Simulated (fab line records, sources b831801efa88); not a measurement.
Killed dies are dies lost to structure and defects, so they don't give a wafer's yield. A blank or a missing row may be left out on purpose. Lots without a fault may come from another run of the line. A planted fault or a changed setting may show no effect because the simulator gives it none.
Which tool did it? | flow gf180mcu | 11 lots, 33 wafers sampled, at 5 steps of a route of 602

WHAT THE GAUGES READ, wafer by wafer
GF_M5_CD_MEAS_07: target cd 280 nm. Usual: cd_nm 280.2 nm, standard deviation 1.1.
lot  | measured     | on        | cd_nm (nm)        | flag
L436 | day 26 06:59 | cd_sem-01 | 280.2 278.7 278.9 |
L438 | day 26 23:33 | cd_sem-01 | 281.1 280.6 281.1 |
L439 | day 27 13:38 | cd_sem-01 | 280.0 279.4 280.9 |
L440 | day 27 19:47 | cd_sem-01 | 280.8 281.3 281.1 |
L441 | day 28 04:48 | cd_sem-02 | 282.1 280.9 280.3 |
L443 | day 28 10:12 | cd_sem-01 | 278.9 278.1 277.9 |
L444 | day 29 00:03 | cd_sem-02 | 280.3 280.4 280.7 |
L447 | day 30 00:33 | cd_sem-02 | 278.7 277.9 278.7 |
L453 | day 31 07:34 | cd_sem-02 | 279.2 278.7 279.2 |
L455 | day 31 21:11 | cd_sem-01 | 279.4 278.0 279.7 |
L459 | day 32 20:21 | cd_sem-01 | 280.0 279.2 279.7 |

WHICH TOOL RAN EACH LOT (tool, then ch and the chambers of the sampled wafers, then the start)
lot  | GF_MIM_SPUTTER_03            | GF_MIM_SPUTTER_07            | GF_MIM_METAL_ETCH_19              | GF_MIM_STRIP_20
L436 | pvd_sputter-03, day 24 12:38 | pvd_sputter-01, day 24 12:47 | rie_metal-04 ch 0,1, day 25 09:31 | plasma_asher-04 ch 0,1, day 25 09:36
L438 | pvd_sputter-03, day 25 05:27 | pvd_sputter-02, day 25 05:37 | rie_metal-02 ch 0,1, day 26 03:00 | plasma_asher-01 ch 0,1, day 26 03:04
L439 | pvd_sputter-03, day 25 19:11 | pvd_sputter-02, day 25 19:20 | rie_metal-02 ch 0,1, day 26 16:21 | plasma_asher-01 ch 0,1, day 26 16:26
L440 | pvd_sputter-02, day 26 02:33 | pvd_sputter-01, day 26 02:43 | rie_metal-04 ch 0,1, day 26 23:01 | plasma_asher-01 ch 0,1, day 26 23:05
L441 | pvd_sputter-01, day 26 12:11 | pvd_sputter-02, day 26 12:21 | rie_metal-04 ch 0,1, day 27 08:43 | plasma_asher-03 ch 0,1, day 27 08:47
L443 | pvd_sputter-01, day 26 17:21 | pvd_sputter-02, day 26 17:30 | rie_metal-04 ch 0,1, day 27 13:56 | plasma_asher-03 ch 0,1, day 27 14:00
L444 | pvd_sputter-02, day 27 08:13 | pvd_sputter-03, day 27 08:22 | rie_metal-03 ch 0,1, day 28 04:40 | plasma_asher-03 ch 0,1, day 28 04:44
L447 | pvd_sputter-02, day 28 10:11 | pvd_sputter-01, day 28 10:20 | rie_metal-02 ch 0, day 29 05:04   | plasma_asher-01 ch 0,1, day 29 05:13
L453 | pvd_sputter-03, day 29 19:19 | pvd_sputter-02, day 29 19:28 | rie_metal-02 ch 0,1, day 30 13:52 | plasma_asher-01 ch 0,1, day 30 13:57
L455 | pvd_sputter-01, day 30 08:40 | pvd_sputter-02, day 30 08:49 | rie_metal-04 ch 0, day 31 03:16   | plasma_asher-04 ch 0,1, day 31 03:25
L459 | pvd_sputter-03, day 31 09:33 | pvd_sputter-02, day 31 09:43 | rie_metal-02 ch 0,1, day 32 03:04 | plasma_asher-04 ch 0,1, day 32 03:08
- GF_MIM_SPUTTER_03: material Ti, target thk 10 nm, time 6.7 s.
- GF_MIM_SPUTTER_07: material TiN, target thk 60 nm, time 50 s.
- GF_MIM_METAL_ETCH_19: etches the open film in Cl2/BCl3, stops on Si3N4, target depth 324.5 nm, time 54.1 s.
- GF_MIM_STRIP_20: strips in O2/N2.

WHAT THE TOOLS THEMSELVES READ (means of the sampled wafers that have a number; where no wafer has one, the mark that the record gives instead)
GF_MIM_SPUTTER_03. Usual: substrate_temp_c 299.99 C, standard deviation 0.2; throttle_valve_pct 29.4 %, standard deviation 1.2.
lot  | tool           | substrate_temp_c (C) | throttle_valve_pct (%) | flag
L436 | pvd_sputter-03 | 299.82               | 29.5                   |
L438 | pvd_sputter-03 | 299.95               | 30.1                   |
L439 | pvd_sputter-03 | 299.85               | 30.1                   |
L440 | pvd_sputter-02 | 300.05               | 29.4                   |
L441 | pvd_sputter-01 | 300.09               | 28.9                   |
L443 | pvd_sputter-01 | 299.87               | 29.7                   |
L444 | pvd_sputter-02 | 299.97               | 29.3                   |
L447 | pvd_sputter-02 | 299.99               | 29.0                   |
L453 | pvd_sputter-03 | 299.83               | 29.4                   |
L455 | pvd_sputter-01 | 300.35               | 27.8                   |
L459 | pvd_sputter-03 | 299.83               | 30.2                   |

GF_MIM_SPUTTER_07. Usual: throttle_valve_pct 29.2 %, standard deviation 1.
lot  | tool           | throttle_valve_pct (%) | flag
L436 | pvd_sputter-01 | 29.2                   |
L438 | pvd_sputter-02 | 28.8                   |
L439 | pvd_sputter-02 | 29.1                   |
L440 | pvd_sputter-01 | 29.9                   |
L441 | pvd_sputter-02 | 29.1                   |
L443 | pvd_sputter-02 | 28.8                   |
L444 | pvd_sputter-03 | 30.1                   |
L447 | pvd_sputter-01 | 29.1                   |
L453 | pvd_sputter-02 | 29.3                   |
L455 | pvd_sputter-02 | 28.8                   |
L459 | pvd_sputter-02 | 29.2                   |

GF_MIM_METAL_ETCH_19. Usual: bcl3_flow_sccm 40.01 sccm, standard deviation 0.12; bias_w 140.0 W, standard deviation 0.41; drypump_motor_current_A 5.6 A, standard deviation 0.37; oes_product_au 0.943 a.u., standard deviation 0.0057; rf_fwd_power_W 793 W, standard deviation 3.7; throttle_valve_pct 28.281 %, standard deviation 0.01.
lot  | tool         | bcl3_flow_sccm (sccm) | bias_w (W) | drypump_motor_current_A (A) | oes_product_au (a.u.) | rf_fwd_power_W (W) | throttle_valve_pct (%) | flag
L436 | rie_metal-04 | 40.08                 | 139.9      | 5.8                         | 0.950                 | 794                | 28.278                 |
L438 | rie_metal-02 | 40.00                 | 140.3      | 5.6                         | 0.944                 | 794                | 28.278                 |
L439 | rie_metal-02 | 40.10                 | 139.7      | 5.7                         | 0.941                 | 790                | 28.291                 |
L440 | rie_metal-04 | 39.99                 | 140.4      | 5.8                         | 0.948                 | 795                | 28.278                 |
L441 | rie_metal-04 | 40.07                 | 139.6      | 5.6                         | 0.925                 | 793                | 28.307                 | OFF
L443 | rie_metal-04 | 40.03                 | 140.1      | 5.8                         | 0.917                 | 796                | 28.304                 | OFF
L444 | rie_metal-03 | 39.97                 | 140.1      | 5.6                         | 0.941                 | 793                | 28.271                 |
L447 | rie_metal-02 | 40.01                 | 140.5      | 6.0                         | 0.950                 | 793                | 28.280                 |
L453 | rie_metal-02 | 39.97                 | 140.0      | 5.3                         | 0.940                 | 787                | 28.288                 |
L455 | rie_metal-04 | 40.00                 | 139.5      | 5.9                         | 0.944                 | 796                | 28.275                 |
L459 | rie_metal-02 | 40.18                 | 140.2      | 5.3                         | 0.940                 | 791                | 28.297                 |

GF_MIM_STRIP_20. Usual: drypump_motor_current_A 5.8 A, standard deviation 0.33; heater_power_w 363 W, standard deviation 37; n2_flow_sccm 300.2 sccm, standard deviation 0.85; oes_product_au 0.692 a.u., standard deviation 0.0047; strip_time_to_endpoint_s 11.22 s, standard deviation 0.037.
lot  | tool            | drypump_motor_current_A (A) | heater_power_w (W) | n2_flow_sccm (sccm) | oes_product_au (a.u.) | strip_time_to_endpoint_s (s) | flag
L436 | plasma_asher-04 | 5.5                         | 368                | 300.4               | 0.686                 | 11.15                        |
L438 | plasma_asher-01 | 5.7                         | 343                | 300.9               | 0.691                 | 11.22                        |
L439 | plasma_asher-01 | 5.7                         | 333                | 300.1               | 0.691                 | 11.21                        |
L440 | plasma_asher-01 | 5.7                         | 365                | 300.1               | 0.695                 | 11.23                        |
L441 | plasma_asher-03 | 6.1                         | 365                | 299.6               | 0.691                 | 11.22                        |
L443 | plasma_asher-03 | 6.1                         | 365                | 299.8               | 0.693                 | 11.23                        |
L444 | plasma_asher-03 | 6.0                         | 363                | 299.9               | 0.689                 | 11.19                        |
L447 | plasma_asher-01 | 5.7                         | 332                | 301.9               | 0.691                 | 11.23                        |
L453 | plasma_asher-01 | 5.7                         | 335                | 300.6               | 0.690                 | 11.18                        |
L455 | plasma_asher-04 | 5.2                         | 354                | 299.8               | 0.692                 | 11.27                        |
L459 | plasma_asher-04 | 5.5                         | 368                | 300.1               | 0.695                 | 11.25                        |

THE ANSWER, worked out from the rows above alone
Rule: a lot is off if the mean of its wafers that have a number lies more than 3 standard deviations from the usual mean. A lot without any number at a reading at which 4 lots or more have one is off too. The other lots that the step has rows for count as sound. The gauges are gone through in route order, then the tools' own readings, and for those a lot's mean is taken as printed above. The first step at which some lot is off is used, and at that step the reading that is off furthest; a lot without a number counts as furthest.
Off: L441, L443, at GF_MIM_METAL_ETCH_19 (oes_product_au).
A tool fits if, at that step or a process step before it, it ran every lot that is off, and no sound lot after the first of them. None of those tried fits.

WHAT THE SIMULATOR HAD PUT IN
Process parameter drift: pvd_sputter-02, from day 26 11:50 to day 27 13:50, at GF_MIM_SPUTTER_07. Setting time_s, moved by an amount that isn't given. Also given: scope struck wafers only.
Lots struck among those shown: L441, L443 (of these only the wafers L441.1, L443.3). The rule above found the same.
